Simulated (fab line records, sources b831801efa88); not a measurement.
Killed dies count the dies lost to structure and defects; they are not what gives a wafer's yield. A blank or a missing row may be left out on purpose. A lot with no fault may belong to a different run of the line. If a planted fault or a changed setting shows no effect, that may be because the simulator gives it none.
fab line records	flow sky130
record: lots: 6	wafers: 18	lastDay: 50
route steps=708 shown LDD_HVN@274 LDD_HVP@278 LDD_LDN@289 PAD_OPEN@708
lots untouched by any fault: they come from a run of this same line in which no faults occurred
startH: start of the lot's first displayed wafer, in hours after the record's first day	waitH: hours from the lot's prior step to this one	" unchanged from the row above	L1.1+2: several wafers, shown together as one row	- no value, or no start was given	* or withheld: withheld	< > ~ a bound
route shown NAME@n: NAME is a module with steps in the file, n the number in the route of the first one	usual: mean/standard deviation of fault-free wafers	same: alike in all rows	chamber/n: place in a boat	sites: the reading at each site	_std_site: standard deviation across them	_edge_site: inner sites' mean taken away from outer sites' mean	radiusMm: for every site, how far away it sits from the centre of the wafer	mask NAME#n: copy n	behind: the most recent tool/chamber to have shaped the wafer	hold: why the lot went on hold/how many hours it stayed there/how the hold came to an end	device: which transistor (n, p or np) failed to switch	end of line: tests run on the same wafers once the route is complete	for a step that has no rows: nothing shown but its recipe	killed: count of dies lost to structure and defects at first sort (not the wafer's yield)	map: a wafer's dies, marking killed ones x, the rest . and places with no die _
set.NAME: the setting that was run; set.NAME@STEP: the one run at that earlier step	model.NAME: the simulator's own value behind a step, which no gauge read
a table for each step, a row for each wafer; lots at some steps of the route
services: when a tool's chamber went out of use (startH, in hours from the record's first day, below 0 if earlier), for how many hours, and the reason
== steps ==
step: SKY_LDD_HVN_OVL_MEAS_07
usual: LDD_HVN_OVL: -0.2/1.4
lot.wafer	tool	chamber	startH	waitH	LDD_HVN_OVL[nm]
L130.1	overlay-02	-	528.30	0.1	2.4
L130.2	"	-	"	"	1.1
L130.6	"	-	"	"	-1.5
L131.2	overlay-01	-	538.99	0.1	-1.3
L131.3	"	-	"	"	-2.4
L131.6	"	-	"	"	-0.4
L141.1	overlay-01	-	613.33	0.1	-0.5
L141.2	"	-	"	"	-0.9
L141.5	"	-	"	"	0.3
L142.2	overlay-02	-	616.68	0.1	1.3
L142.3	"	-	"	"	0.7
L142.5	"	-	"	"	-0.8
L143.2	overlay-02	-	627.91	0.1	-2.2
L143.3	"	-	"	"	-2.4
L143.5	"	-	"	"	-3.0
L147.1	overlay-01	-	660.03	0.1	2.0
L147.4	"	-	"	"	-0.7
L147.6	"	-	"	"	1.6
step: SKY_LDD_HVN_IMPLANT_08
recipe: species: P	energyKev: 60	doseCm2: 3e+13	tiltDeg: 40
step: SKY_LDD_HVN_STRIP_09
recipe: chemistry: O2/N2	powerW: 1400	pressureMtorr: 1500	platenTempC: withheld	o2FlowSccm: 3000	n2FlowSccm: 300	overashFraction: 0.5
usual: chamberPressureMTorr: 1499.9/1.5	drypumpMotorCurrentA: 5.54/0.26	oesProductAu: 0.409/0.0044	stripTimeToEndpointS: 4.134/0.015
lot.wafer	tool	chamber	startH	waitH	chamberPressureMTorr	drypumpMotorCurrentA	oesProductAu	rfHoursCounterH	stripTimeToEndpointS
L130.1	plasmaAsher-04	0	528.49	0.1	1499.9	5.61	0.413	83	4.144
L130.2	"	1	"	"	1500.8	5.13	0.413	83	4.124
L130.6	"	0	"	"	1502.1	5.59	0.410	-	4.140
L131.2	plasmaAsher-04	0	539.17	0.1	1500.5	5.59	0.416	84	4.125
L131.3	"	1	"	"	1497.5	5.11	0.402	-	4.121
L131.6	"	1	"	"	1500.8	5.17	0.407	-	4.130
L141.1	plasmaAsher-04	1	613.52	0.1	1501.7	5.15	0.401	91	4.113
L141.2	"	0	"	"	1499.9	5.57	0.407	91	4.135
L141.5	"	0	"	"	1500.7	5.59	0.404	-	4.141
L142.2	plasmaAsher-04	0	616.86	0.1	1498.7	5.56	0.407	92	4.130
L142.3	"	1	"	"	1499.1	5.10	0.412	-	4.121
L142.5	"	1	"	"	1499.0	5.12	0.412	-	4.143
L143.2	plasmaAsher-02	1	628.09	0.1	1502.6	5.73	0.410	83	4.156
L143.3	"	1	"	"	1502.3	5.75	0.411	-	4.162
L143.5	"	1	"	"	1501.6	5.74	0.406	-	4.138
L147.1	plasmaAsher-04	0	660.22	0.1	1500.8	5.56	0.410	96	4.122
L147.4	"	1	"	"	1500.2	5.10	0.412	-	4.110
L147.6	"	0	"	"	1498.7	5.58	0.405	-	4.115
step: SKY_LDD_HVN_TW_MEAS_10
usual: LDD_HVN_TW: 1435/6.5
lot.wafer	tool	chamber	startH	waitH	LDD_HVN_TW
L130.1	filmMetro-04	-	528.59	0.1	1432
L130.2	"	-	"	"	1439
L130.6	"	-	"	"	1439
L131.2	filmMetro-04	-	539.28	0.1	1436
L131.3	"	-	"	"	1444
L131.6	"	-	"	"	1430
L141.1	filmMetro-02	-	613.62	0.1	1430
L141.2	"	-	"	"	1439
L141.5	"	-	"	"	1433
L142.2	filmMetro-02	-	616.97	0.1	1430
L142.3	"	-	"	"	1434
L142.5	"	-	"	"	1436
L143.2	filmMetro-04	-	628.20	0.1	1431
L143.3	"	-	"	"	1441
L143.5	"	-	"	"	1442
L147.1	filmMetro-03	-	660.32	0.1	1439
L147.4	"	-	"	"	1447
L147.6	"	-	"	"	1440
step: SKY_LDD_HVP_DEHYDRATE_00
recipe: tempC: 200	timeS: 60
step: SKY_LDD_HVP_HMDS_01
recipe: primeTimeS: 60	primeTempC: 120
step: SKY_LDD_HVP_COAT_02
recipe: resist: NOVOLAK	spinRpm: 3000	resistThkNm: 300
step: SKY_LDD_HVP_SOFTBAKE_03
recipe: tempC: 90	timeS: 60	resist: NOVOLAK
step: SKY_LDD_HVP_EXPOSE_04
recipe: maskId: HVPTM	na: 0.6	sourceShape: conventional	sigmaOuter: 0.6	polarization: unpolarized	targetCdNm: 700	doseMj: 86
step: SKY_LDD_HVP_PEB_05
recipe: tempC: withheld	timeS: *	resist: NOVOLAK
step: SKY_LDD_HVP_DEVELOP_06
recipe: resist: NOVOLAK	developer: TMAH	developTimeS: 60	devTempC: 23
step: SKY_LDD_HVP_OVL_MEAS_07
usual: LDD_HVP_OVL: -0.6/1.4
lot.wafer	tool	chamber	startH	waitH	LDD_HVP_OVL[nm]
L130.1	overlay-01	-	558.89	0.1	-0.9
L130.2	"	-	"	"	-0.9
L130.6	"	-	"	"	-1.9
L131.2	overlay-01	-	569.74	0.1	-1.7
L131.3	"	-	"	"	-1.2
L131.6	"	-	"	"	-1.7
L141.1	overlay-02	-	642.08	0.1	-0.2
L141.2	"	-	"	"	-1.5
L141.5	"	-	"	"	-0.2
L142.2	overlay-01	-	645.30	0.1	-1.1
L142.3	"	-	"	"	-1.4
L142.5	"	-	"	"	-1.5
L143.2	overlay-01	-	656.99	0.1	-0.9
L143.3	"	-	"	"	1.6
L143.5	"	-	"	"	-0.4
L147.1	overlay-01	-	687.73	0.1	-3.1
L147.4	"	-	"	"	-1.2
L147.6	"	-	"	"	-2.6
step: SKY_LDD_HVP_IMPLANT_08
recipe: species: B	energyKev: 20.31	doseCm2: 1.7e+13	tiltDeg: 17.9
usual: doseIonsCm2: 1.7002e+13/1.7e+10	endStationPressureTorr: 5.08e-06/2.8e-07	faradayCurrentUA: 95.9/1.8
same: implantIonAmu: 11
lot.wafer	tool	chamber	startH	waitH	doseIonsCm2	endStationPressureTorr	faradayCurrentUA
L130.1	implanter-03	0	558.93	0.0	1.4444e+13	5.12e-06	80.6
L130.2	"	0	"	"	1.4421e+13	4.92e-06	80.3
L130.6	"	0	"	"	1.4426e+13	4.99e-06	84.0
L131.2	implanter-03	0	569.79	0.0	1.442e+13	5.23e-06	80.7
L131.3	"	0	"	"	1.4402e+13	5.64e-06	79.7
L131.6	"	0	"	"	1.4406e+13	4.97e-06	80.8
L141.1	implanter-04	0	642.12	0.0	1.6989e+13	5.02e-06	95.0
L141.2	"	0	"	"	1.7006e+13	4.87e-06	93.7
L141.5	"	0	"	"	1.6998e+13	5.08e-06	96.1
L142.2	implanter-03	0	645.65	0.3	1.7023e+13	5e-06	95.8
L142.3	"	0	"	"	1.7007e+13	5.25e-06	96.8
L142.5	"	0	"	"	1.7e+13	4.65e-06	93.8
L143.2	implanter-01	0	657.04	0.0	1.6993e+13	4.99e-06	94.1
L143.3	"	0	"	"	1.6994e+13	5.12e-06	96.6
L143.5	"	0	"	"	1.7009e+13	5.28e-06	94.8
L147.1	implanter-04	0	687.76	0.0	1.7011e+13	5.04e-06	95.7
L147.4	"	0	"	"	1.7014e+13	5.04e-06	93.9
L147.6	"	0	"	"	1.7011e+13	5.22e-06	97.5
step: SKY_LDD_HVP_STRIP_09
recipe: chemistry: O2/N2	powerW: 1400	pressureMtorr: 1500	platenTempC: withheld	o2FlowSccm: 3000	n2FlowSccm: 300	overashFraction: 0.5
usual: chamberPressureMTorr: 1499.9/1.5	drypumpMotorCurrentA: 5.7/0.35	oesProductAu: 0.408/0.0041	stripTimeToEndpointS: 4.133/0.014
lot.wafer	tool	chamber	startH	waitH	chamberPressureMTorr	drypumpMotorCurrentA	oesProductAu	rfHoursCounterH	stripTimeToEndpointS
L130.1	plasmaAsher-01	0	559.08	0.1	1500.3	6.2	0.412	12	4.124
L130.2	"	1	"	"	1498.7	5.9	0.405	12	4.120
L130.6	"	1	"	"	1500.5	5.9	0.412	-	4.119
L131.2	plasmaAsher-03	1	569.92	0.1	1500.3	5.6	0.407	39	4.146
L131.3	"	0	"	"	1501.6	5.5	0.406	-	4.146
L131.6	"	1	"	"	1499.5	5.6	0.410	-	4.148
L141.1	plasmaAsher-01	1	642.27	0.1	1500.8	5.9	0.399	20	4.146
L141.2	"	0	"	"	1502.1	6.2	0.408	20	4.112
L141.5	"	0	"	"	1502.1	6.2	0.404	-	4.117
L142.2	plasmaAsher-04	1	645.78	0.1	1501.7	5.1	0.410	94	4.122
L142.3	"	1	"	"	1500.2	5.1	0.411	-	4.119
L142.5	"	0	"	"	1500.0	5.5	0.402	-	4.108
L143.2	plasmaAsher-03	0	657.17	0.1	1500.0	5.5	0.408	47	4.125
L143.3	"	0	"	"	1500.8	5.5	0.410	-	4.141
L143.5	"	1	"	"	1499.9	5.6	0.402	-	4.143
L147.1	plasmaAsher-03	1	687.91	0.1	1503.1	5.6	0.406	50	4.152
L147.4	"	1	"	"	1503.7	5.6	0.410	-	4.158
L147.6	"	0	"	"	1499.0	5.5	0.403	-	4.140
step: SKY_LDD_HVP_TW_MEAS_10
usual: LDD_HVP_TW: 458/3.4
lot.wafer	tool	chamber	startH	waitH	LDD_HVP_TW
L130.1	filmMetro-01	-	559.18	0.1	437
L130.2	"	-	"	"	435
L130.6	"	-	"	"	435
L131.2	filmMetro-04	-	570.03	0.1	431
L131.3	"	-	"	"	435
L131.6	"	-	"	"	435
L141.1	filmMetro-01	-	642.37	0.1	464
L141.2	"	-	"	"	463
L141.5	"	-	"	"	465
L142.2	filmMetro-01	-	645.89	0.1	467
L142.3	"	-	"	"	462
L142.5	"	-	"	"	464
L143.2	filmMetro-01	-	657.28	0.1	457
L143.3	"	-	"	"	457
L143.5	"	-	"	"	455
L147.1	filmMetro-04	-	688.01	0.1	454
L147.4	"	-	"	"	456
L147.6	"	-	"	"	456
step: SKY_LDD_LDN_DEHYDRATE_00
recipe: tempC: 200	timeS: 60
step: SKY_PAD_OPEN_PROBE_99
usual: killed_at_M0_to_M3: 43/6.6	killed_at_M4_up: 2.9/1.8	killedAtContacts: 25/5.3	killedAtFrontEnd: 15/4.1	killedAtOther: 0.3/0.6	killedDies: 86/8.8	killedOnRim: 17/3.5	killedOpen: 47/6.7	killedShort: 39/6.2
same: grossDies: 492	killedAtBackSide: 0
lot.wafer	tool	chamber	startH	waitH	killed_at_M0_to_M3	killed_at_M4_up	killedAtContacts	killedAtFrontEnd	killedAtOther	killedDies	killedOnRim	killedOpen	killedShort	model.etest.tip_p_5v.rsOhmSq
L130.1	prober-01	-	1120.21	0.1	40	4	21	14	0	79	15	35	43	3193
L130.2	prober-01	-	1120.26	0.1	54	5	20	16	0	95	19	44	50	3200
L130.6	prober-01	-	1120.46	0.2	55	3	26	14	0	98	20	49	49	3172
L131.2	prober-02	-	1128.73	0.1	45	2	29	11	0	87	19	48	38	3232
L131.3	prober-02	-	1128.78	0.2	47	5	24	8	0	84	18	53	31	3239
L131.6	prober-02	-	1128.93	0.2	40	4	14	19	0	77	16	39	36	3268
L141.1	prober-01	-	1176.52	0.1	51	6	30	5	1	93	23	57	36	2843
L141.2	prober-01	-	1176.57	0.1	38	3	21	17	0	79	18	48	31	2855
L141.5	prober-01	-	1176.72	0.2	44	3	28	13	0	88	15	54	33	2862
L142.2	prober-02	-	1176.75	0.1	46	10	22	20	0	98	26	59	31	2838
L142.3	prober-02	-	1176.80	0.2	44	3	13	18	0	78	13	39	39	2856
L142.5	prober-02	-	1176.90	0.2	38	0	31	19	1	89	13	53	36	2847
L143.2	prober-01	-	1180.13	0.1	48	4	25	15	0	92	20	48	43	2855
L143.3	prober-01	-	1180.18	0.2	41	3	27	13	1	85	14	45	39	2848
L143.5	prober-01	-	1180.28	0.2	45	2	28	22	1	98	16	51	47	2855
L147.1	prober-01	-	1201.15	0.1	40	1	23	23	0	87	20	50	37	2834
L147.4	prober-01	-	1201.30	0.2	49	3	34	20	0	106	26	58	47	2824
L147.6	prober-01	-	1201.40	0.2	47	1	14	23	0	85	14	47	38	2840
killed by level:class
L130.1 VIA1:geometricParticle:open=7 CONTACT:geometricParticle:short=7 METAL1:geometricParticle:short=7 POLY_GATE:geometricParticle:open=6 CONTACT:geometricParticle:open=6 LI_CONTACT:geometricParticle:open=5 VIA2:geometricParticle:short=5 METAL2:geometricParticle:short=4
L130.2 VIA1:geometricParticle:open=12 METAL2:geometricParticle:short=8 VIA3:geometricParticle:open=7 VIA2:geometricParticle:open=7 METAL1:geometricParticle:short=6 FIELD_ISO:geometricParticle:short=5 LI_CONTACT:geometricParticle:open=5 LOCAL_INTERCONNECT:geometricParticle:short=5
L130.6 VIA1:geometricParticle:open=12 VIA1:geometricParticle:short=11 VIA3:geometricParticle:open=9 CONTACT:geometricParticle:open=8 CONTACT:geometricParticle:short=7 METAL1:geometricParticle:short=7 VIA2:geometricParticle:open=7 POLY_GATE:geometricParticle:short=4
L131.2 VIA1:geometricParticle:open=13 CONTACT:geometricParticle:open=11 LI_CONTACT:geometricParticle:open=8 METAL2:geometricParticle:short=6 VIA1:geometricParticle:short=5 VIA2:geometricParticle:short=5 VIA3:geometricParticle:open=5 LOCAL_INTERCONNECT:geometricParticle:short=4
L131.3 VIA1:geometricParticle:open=15 VIA2:geometricParticle:open=11 CONTACT:geometricParticle:open=8 VIA3:geometricParticle:open=7 LI_CONTACT:geometricParticle:open=5 FIELD_ISO:geometricParticle:short=4 CONTACT:geometricParticle:short=4 VIA1:geometricParticle:short=4
L131.6 LI_CONTACT:geometricParticle:open=7 METAL2:geometricParticle:short=7 FIELD_ISO:geometricParticle:open=6 FIELD_ISO:geometricParticle:short=6 VIA3:geometricParticle:open=6 VIA1:geometricParticle:open=5 METAL3:geometricParticle:short=5 VIA3:geometricParticle:short=5
L141.1 VIA1:geometricParticle:open=12 CONTACT:geometricParticle:open=9 VIA3:geometricParticle:open=9 LI_CONTACT:geometricParticle:open=7 VIA2:geometricParticle:open=7 LOCAL_INTERCONNECT:geometricParticle:short=6 VIA1:geometricParticle:short=6 METAL4:geometricParticle:short=4
L141.2 VIA1:geometricParticle:open=14 CONTACT:geometricParticle:open=9 SPACER:geometricParticle:open=6 VIA3:geometricParticle:open=5 CONTACT:geometricParticle:short=4 LI_CONTACT:geometricParticle:open=4 METAL1:geometricParticle:short=4 POLY_CUT:geometricParticle:open=3
L141.5 CONTACT:geometricParticle:open=14 VIA1:geometricParticle:open=12 LI_CONTACT:geometricParticle:open=7 VIA2:geometricParticle:open=7 METAL2:geometricParticle:short=6 SPACER:geometricParticle:open=5 VIA1:geometricParticle:short=5 METAL3:geometricParticle:short=4
L142.2 VIA1:geometricParticle:open=14 CONTACT:geometricParticle:open=12 VIA3:geometricParticle:open=10 VIA4:areaEtch=8 POLY_GATE:geometricParticle:open=7 VIA2:geometricParticle:open=5 VIA1:geometricParticle:short=4 METAL2:geometricParticle:short=4
L142.3 VIA1:geometricParticle:open=12 METAL1:geometricParticle:short=9 FIELD_ISO:geometricParticle:open=7 VIA1:geometricParticle:short=5 CONTACT:geometricParticle:short=5 CONTACT:geometricParticle:open=4 POLY_GATE:geometricParticle:short=3 VIA2:geometricParticle:short=3
L142.5 CONTACT:geometricParticle:open=14 LI_CONTACT:geometricParticle:open=9 METAL1:geometricParticle:short=7 VIA3:geometricParticle:open=7 VIA1:geometricParticle:open=6 FIELD_ISO:geometricParticle:short=5 POLY_GATE:geometricParticle:open=4 FIELD_ISO:geometricParticle:open=3
L143.2 VIA1:geometricParticle:open=13 LI_CONTACT:geometricParticle:open=10 METAL1:geometricParticle:short=9 METAL2:geometricParticle:short=6 CONTACT:geometricParticle:open=6 VIA3:geometricParticle:open=6 FIELD_ISO:geometricParticle:open=5 POLY_GATE:geometricParticle:open=4
L143.3 LI_CONTACT:geometricParticle:open=9 VIA1:geometricParticle:open=9 VIA1:geometricParticle:short=7 CONTACT:geometricParticle:open=7 VIA3:geometricParticle:open=5 POLY_GATE:geometricParticle:open=4 LOCAL_INTERCONNECT:geometricParticle:short=4 CONTACT:geometricParticle:short=4
L143.5 CONTACT:geometricParticle:open=13 VIA1:geometricParticle:open=8 METAL2:geometricParticle:short=7 FIELD_ISO:geometricParticle:open=6 VIA3:geometricParticle:open=6 METAL1:geometricParticle:short=6 FIELD_ISO:geometricParticle:short=5 VIA2:geometricParticle:open=5
L147.1 VIA1:geometricParticle:open=11 VIA2:geometricParticle:open=10 CONTACT:geometricParticle:open=8 METAL1:geometricParticle:short=7 FIELD_ISO:geometricParticle:short=6 FIELD_ISO:geometricParticle:open=6 CONTACT:geometricParticle:short=6 POLY_GATE:geometricParticle:open=5
L147.4 VIA1:geometricParticle:open=13 CONTACT:geometricParticle:open=12 METAL2:geometricParticle:short=10 VIA3:geometricParticle:open=9 CONTACT:geometricParticle:short=9 LI_CONTACT:geometricParticle:open=6 VIA1:geometricParticle:short=6 POLY_GATE:geometricParticle:short=5
L147.6 VIA2:geometricParticle:open=8 VIA1:geometricParticle:open=8 FIELD_ISO:geometricParticle:open=7 CONTACT:geometricParticle:open=7 METAL1:geometricParticle:short=6 VIA1:geometricParticle:short=6 METAL2:geometricParticle:short=6 FIELD_ISO:geometricParticle:short=4
== services ==
tool	chamber	startH	hours	kind
implanter-01	-	537.30	3.3	repair
plasmaAsher-02	-	542.48	1.1	repair
plasmaAsher-02	-	565.86	4.8	repair
implanter-03	-	615.02	2.0	repair
plasmaAsher-02	-	624.68	0.5	repair
plasmaAsher-03	-	624.84	1.1	repair
implanter-01	-	642.56	4.0	pm
implanter-04	-	643.13	5.3	pm
plasmaAsher-03	-	645.32	2.8	pm
implanter-01	-	649.61	5.9	repair
implanter-01	-	665.47	1.9	repair
== key ==
firstSign: step: SKY_LDD_HVP_IMPLANT_08	reading: doseIonsCm2	direction: down	sigmas: 99+	usual: *	struck: *
effect: step: SKY_LDD_HVP_IMPLANT_08	reading: faradayCurrentUA	direction: down	sigmas: 8.2	usual: 95.9	struck: 81.0
effect: step: SKY_LDD_HVP_TW_MEAS_10	reading: LDD_HVP_TW	direction: down	sigmas: 6.7	usual: 458	struck: 435
modelEffect: step: SKY_PAD_OPEN_PROBE_99	value: etest.tip_p_5v.rsOhmSq	without: 2848	struck: 3217
metAt SKY_LDD_HVP_IMPLANT_08
struckWafers L130.1,L130.2,L130.6,L131.2,L131.3,L131.6
testerLeftOut L130,L131
fault: kind: processParameterDrift	tool: implanter-03	chamber: -	onsetH: 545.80	steps: SKY_LDD_HVP_IMPLANT_08	channel: doseCm2	offset: *	shape: step	endH: 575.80	actsIn: *	stated: *
testerLeftOut: of these lots the tester's yield and bins aren't shown, on N5 and GAA mostly nor the transistor test; their killed dies are dies lost to structure and defects alone, not to doping, threshold or leakage, so they don't give the yield
